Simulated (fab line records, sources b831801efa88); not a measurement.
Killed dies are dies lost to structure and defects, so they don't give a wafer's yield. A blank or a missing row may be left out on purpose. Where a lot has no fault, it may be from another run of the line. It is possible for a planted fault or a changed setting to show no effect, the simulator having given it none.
The tool behind it: which one?    flow sky130    route of 708 steps, sampled at 1 step: 6 lots, 18 wafers

== WHAT THE GAUGES SHOWED, per wafer ==
SKY_CONTACT_THK_MEAS_01.
lot   measured      on             CONTACT_CVD_00_THK (nm)
L798  day 31 12:03  film metro-03  75.3 76.8 74.2
L806  day 33 23:26  film metro-03  73.3 74.7 75.9
L808  day 34 17:50  film metro-03  74.7 76.0 74.2
L814  day 36 20:55  film metro-03  74.5 74.1 76.4
L816  day 37 07:14  film metro-03  74.9 77.1 75.2
L817  day 37 18:11  film metro-04  74.7 75.3 75.9

== EACH LOT AND THE TOOL THAT RAN IT (in order: tool; ch and the chambers of the sampled wafers; start) ==
No process step before these readings appears in the record.

== THE ANSWER, worked out from the rows above alone ==
Rule: usual is defined by the lots themselves. Put in order of their means at a reading, lots are off if they are a third of the lots or fewer, leave a main group of 4 or more, and stand apart from it by a gap of 3 or more times the standard deviation of the main group's means; of several such gaps the widest counts. Not used: any main group whose means are identical at the precision the tables above print for the reading. Also off: a lot with no number at a reading for which 4 or more lots have one. Any other lot the step has rows for is counted as sound.
No lot is off at any reading shown: from this, nothing can be told.

== WHAT HAD BEEN PUT IN BY THE SIMULATOR ==
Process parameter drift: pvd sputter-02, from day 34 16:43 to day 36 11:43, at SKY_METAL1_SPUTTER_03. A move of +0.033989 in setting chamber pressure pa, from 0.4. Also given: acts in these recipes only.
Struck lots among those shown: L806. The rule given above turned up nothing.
